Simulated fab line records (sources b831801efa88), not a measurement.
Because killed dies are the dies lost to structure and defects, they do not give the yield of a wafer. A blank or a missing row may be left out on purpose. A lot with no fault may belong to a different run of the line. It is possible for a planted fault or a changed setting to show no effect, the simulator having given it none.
A struck lot beside a sound one    flow sky130    35 out of 708 route steps
Sound: the wafers L231.4, L231.5, L231.6. Wafers struck: L242.2, L242.3, L242.5. The cause comes at the end.
Each step with rows lists, per side, the tool, then ch with its chambers, then its first start. Under that, the readings that differ: sound wafers    struck wafers    difference of the means    sigmas: that difference in standard deviations of wafers without a fault.
alike: readings with means less than 2 such deviations apart, plus words and numbers identical on both sides. not compared: withheld readings, readings lacking a value on some wafer, bounds such as >300 that could conceal the same value, and numbers that have no deviation in the record and whose values overlap.
The two part at a step that has a row with sigmas, a row that says differs or no value, or rows on one side only. Numbers that have no deviation but don't overlap get no sigmas and don't part them. Lack of a reading on every wafer of one side parts them only where that side has two or more wafers.

first, 4 steps without rows for these wafers: SKY_METAL5_SOFTBAKE_10 (time 60 s); SKY_METAL5_EXPOSE_11 (exposes mask MM5, target cd 1600 nm); SKY_METAL5_PEB_12; SKY_METAL5_DEVELOP_13 (develop time 60 s).
SKY_METAL5_DESCUM_14: chemistry O2, time 11 s.
  sound on rie metal-04 ch 0,1, day 43 21:18; struck on rie metal-01 ch 0,1, day 46 22:47
  alike: drypump motor current A, oes product au, rf fwd power W
  not compared: rf hours counter h
SKY_METAL5_METAL_ETCH_15: etches the open film in Cl2/BCl3, stops on SiO2, target depth 1260 nm, time 252 s.
  sound on rie metal-04 ch 0,1, day 43 21:24; struck on rie metal-01 ch 0,1, day 46 22:50
  alike: drypump motor current A, oes product au, rf fwd power W, throttle valve pct
  not compared: rf hours counter h
SKY_METAL5_STRIP_16: strips in O2/N2.
  sound on plasma asher-03 ch 0,1, day 43 21:35; struck on plasma asher-04 ch 0,1, day 46 23:04
reading                       sound              struck             difference  sigmas
strip time to endpoint s (s)  13.26 13.30 13.16  12.86 12.79 12.80  -0.42       -2
  alike: drypump motor current A, oes product au
  not compared: rf hours counter h
then, 3 steps without rows for these wafers: SKY_METAL5_STRIP_17 (strips in post etch residue remover, time 1200 s); SKY_METAL5_CLEAN_18 (cleans in IPA, time 180 s); SKY_METAL5_CLEAN_19 (cleans in O3/DIW).
SKY_PASSIVATION_CVD_00: deposits SiO2, target thk 90 nm.
  sound on pecvd-01 ch 0,1,2, day 43 22:11; struck on pecvd-03 ch 0,1,2, day 46 23:43
  alike: heater power w, rf fwd power W
SKY_PASSIVATION_THK_MEAS_01:
  sound on film metro-03 at day 43 22:14; struck on film metro-04 at day 46 23:45
  alike: PASSIVATION_CVD_00_THK
SKY_PASSIVATION_CVD_02: deposits Si3N4, target thk 540 nm.
  sound on pecvd-04 ch 0,1,2, day 43 22:23; struck on pecvd-01 ch 0,2, day 46 23:48
reading                                        sound              struck             difference  sigmas
rf fwd power W (W)                             448.7 450.2 446.2  629.2 631.2 630.8  +182.0      +99 or more
model.Si3N4_of_PASSIVATION_CVD_02.thk nm (nm)  550.2 552.8 532.4  591.5 599.3 608.1  +54.5       
  alike: heater power w
SKY_PASSIVATION_THK_MEAS_03:
  sound on film metro-02 at day 43 22:31; struck on film metro-02 at day 47 00:02
reading                      sound        struck       difference  sigmas
PASSIVATION_CVD_02_THK (nm)  550 553 532  592 599 608  +55         +7
then, 7 steps without rows for these wafers: SKY_PASSIVATION_DEHYDRATE_04 (time 60 s); SKY_PASSIVATION_HMDS_05 (prime time 60 s); SKY_PASSIVATION_COAT_06 (resist thk 3000 nm); SKY_PASSIVATION_SOFTBAKE_07; SKY_PASSIVATION_EXPOSE_08 (exposes mask NSM, target cd 3000 nm); SKY_PASSIVATION_PEB_09; SKY_PASSIVATION_DEVELOP_10 (develop time 60 s).
SKY_PASSIVATION_ETCH_11: etches the open film in CF4/O2, stops on AlCu, target depth 725 nm, time 161.1 s.
  sound on rie diel-04 ch 0,1,2, day 44 19:59; struck on rie diel-01 ch 0,3, day 47 19:29
  alike: drypump motor current A, oes product au, rf fwd power W, throttle valve pct
  not compared: rf hours counter h, model.PASSIVATION.feature depth nm, model.etch.depth nm
then, 8 steps without rows for these wafers: SKY_PASSIVATION_STRIP_12 (strips in O2/N2); SKY_PAD_OPEN_DEHYDRATE_00 (time 60 s); SKY_PAD_OPEN_HMDS_01 (prime time 60 s); SKY_PAD_OPEN_COAT_02 (resist thk 3000 nm); SKY_PAD_OPEN_SOFTBAKE_03; SKY_PAD_OPEN_EXPOSE_04 (exposes mask PDM, target cd 60000 nm); SKY_PAD_OPEN_PEB_05; SKY_PAD_OPEN_DEVELOP_06 (develop time 60 s).
SKY_PAD_OPEN_ETCH_07: etches the open film in CF4/O2, stops on AlCu, target depth 725 nm, time 161.1 s.
  sound on rie diel-02 ch 1,2,3, day 45 17:44; struck on rie diel-04 ch 0,2, day 48 14:40
  alike: drypump motor current A, oes product au, rf fwd power W, throttle valve pct
  not compared: rf hours counter h, model.etch.depth nm, model.PAD_OPEN.feature depth nm
SKY_PAD_OPEN_STRIP_08: strips in O2/N2.
  sound on plasma asher-02 ch 0,1, day 45 17:53; struck on plasma asher-01 ch 1, day 48 14:46
  alike: drypump motor current A, oes product au, strip time to endpoint s
  not compared: rf hours counter h
SKY_PAD_OPEN_STRIP_09: strips in post etch residue remover, time 1200 s.
  sound on wet bench-02 ch 0, day 45 17:57; struck on wet bench-03 ch 0, day 48 14:57
reading                                        sound            struck             difference  sigmas
model.Si3N4_of_PASSIVATION_CVD_02.thk nm (nm)  549.8 552.5 532  591.1 598.9 607.8  +54.5       
then, 1 step without rows for these wafers: SKY_PAD_OPEN_CLEAN_10 (cleans in IPA, time 180 s).
SKY_PAD_OPEN_PROBE_99:
  sound on prober-02 at day 45 20:17; struck on prober-01 at day 48 17:16
  alike: defect limited yield, killed_at_M0_to_M3, killed_at_M4_up, killed at contacts, killed at front end, killed at other, killed dies, killed open, killed short, sort_bin_3_pad_short, sort_bin_5_function, sort_bin_6_memory, sort n pass, sort yield pct

## WHERE THEY PART
Last at SKY_PASSIVATION_THK_MEAS_03 as far as this record goes, first at SKY_METAL5_STRIP_16. Later steps at which nothing parts them and some readings are alike: SKY_PASSIVATION_ETCH_11, SKY_PAD_OPEN_ETCH_07, SKY_PAD_OPEN_STRIP_08, SKY_PAD_OPEN_PROBE_99.

WHY: the cause the simulator had injected
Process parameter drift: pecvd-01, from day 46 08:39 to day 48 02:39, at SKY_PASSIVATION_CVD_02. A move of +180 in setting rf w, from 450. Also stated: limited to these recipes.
